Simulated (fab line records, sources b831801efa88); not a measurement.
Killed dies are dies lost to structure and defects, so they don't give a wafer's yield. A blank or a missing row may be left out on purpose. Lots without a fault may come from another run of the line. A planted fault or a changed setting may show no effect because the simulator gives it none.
A struck lot beside a sound one | flow sky130 | 15 steps out of a route of 708
Sound: wafers L898.1, L898.2, L898.6. Struck: wafer L895.1. (L895.3, L895.6 of the same lot were not struck and are left out.) The cause comes at the end.
At each step with rows: each side's tool, then ch and its chambers, then its first start. Under that, the readings that differ: sound wafers | struck wafers | difference of the means | sigmas: that difference in standard deviations of wafers without a fault.
alike: readings whose means differ by less than 2 such deviations, and words and numbers that are the same on both sides. not compared: withheld readings, readings that some wafer has no value for, bounds like >300 that may hide the same value, and numbers for which the record gives no deviation and whose values overlap.
The two part at a step that has a row with sigmas, a row that says differs or no value, or rows on one side only. Numbers that don't overlap but have no deviation are shown without sigmas and don't part them. A reading that every wafer of one side lacks parts them only if that side has two wafers or more.

first, 4 steps without rows for these wafers: SKY_LI_CONTACT_SOFTBAKE_08 (time 90 s); SKY_LI_CONTACT_EXPOSE_09 (exposes mask LICM1, target cd 170 nm); SKY_LI_CONTACT_PEB_10; SKY_LI_CONTACT_DEVELOP_11 (develop time 60 s).
SKY_LI_CONTACT_CD_MEAS_12: target cd 170 nm.
  sound on cd_sem-02, day 34 13:53; struck on cd_sem-02, day 33 07:56
  alike: cd_nm
SKY_LI_CONTACT_OVL_MEAS_13:
  sound on overlay-01, day 34 14:00; struck on overlay-01, day 33 08:03
  alike: LI_CONTACT_OVL
SKY_LI_CONTACT_ETCH_14: etches BARC in N2/H2, stops on SiO2, time 45.9 s, target depth 60 nm.
  sound on rie_diel-01 ch 0,1, day 34 14:02; struck on rie_diel-02 ch 0, day 33 08:05
  alike: drypump_motor_current_A, oes_product_au, throttle_valve_pct
  not compared: rf_hours_counter_h
SKY_LI_CONTACT_ETCH_15: etches PSG in C4F8/O2/Ar, stops on Si, target depth 600 nm.
  sound on rie_diel-01 ch 0,1, day 34 14:05; struck on rie_diel-02 ch 0, day 33 08:08
  alike: oes_product_au
SKY_LI_CONTACT_STRIP_16: strips in O2/N2.
  sound on plasma_asher-02 ch 0,1, day 34 14:10; struck on plasma_asher-03 ch 0, day 33 08:13
  alike: drypump_motor_current_A, oes_product_au, strip_time_to_endpoint_s
  not compared: rf_hours_counter_h
then, 2 steps without rows for these wafers: SKY_LI_CONTACT_CLEAN_17 (cleans in NMP, time 600 s); SKY_LI_CONTACT_PRE_CLEAN_18 (time 5.6 s).
SKY_LI_CONTACT_SPUTTER_19: material Ti, target thk 20 nm, time 106.37 s.
  sound on pvd_sputter-04, day 34 14:28; struck on pvd_sputter-01, day 33 08:31
  alike: chamber_pressure_pa, substrate_temp_c, throttle_valve_pct
SKY_LI_CONTACT_SPUTTER_20: material TiN, target thk 20 nm, time 80 s.
  sound on pvd_sputter-04, day 34 14:33; struck on pvd_sputter-01, day 33 08:35
  reading                                        | sound             | struck | difference | sigmas
  chamber_pressure_pa (Pa)                       | 5.001 5.015 4.998 | 4.267  | -0.738     | -75
  model.TiN_of_LI_CONTACT_SPUTTER_20.thk_nm (nm) | 20.28 20.69 20.24 | 22.99  | +2.59      |
  alike: throttle_valve_pct
SKY_LI_CONTACT_CVD_21: deposits W, target thk 400 nm, time 120.56 s.
  sound on cvd_w-01 ch 0,1, day 34 14:37; struck on cvd_w-01 ch 1, day 33 08:38
  alike: heater_power_w, susceptor_temp_C
then, 1 step without rows for these wafers: SKY_PAD_OPEN_PROBE_99.

WHERE THEY PART
Only at SKY_LI_CONTACT_SPUTTER_20, within this record. Later steps at which nothing parts them and some readings are alike: SKY_LI_CONTACT_CVD_21.

WHY: what the simulator had put in
Process parameter drift: pvd_sputter-01, from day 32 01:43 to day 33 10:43, at SKY_LI_CONTACT_SPUTTER_20. Setting chamber_pressure_pa, moved by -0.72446, from 5. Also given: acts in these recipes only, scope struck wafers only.
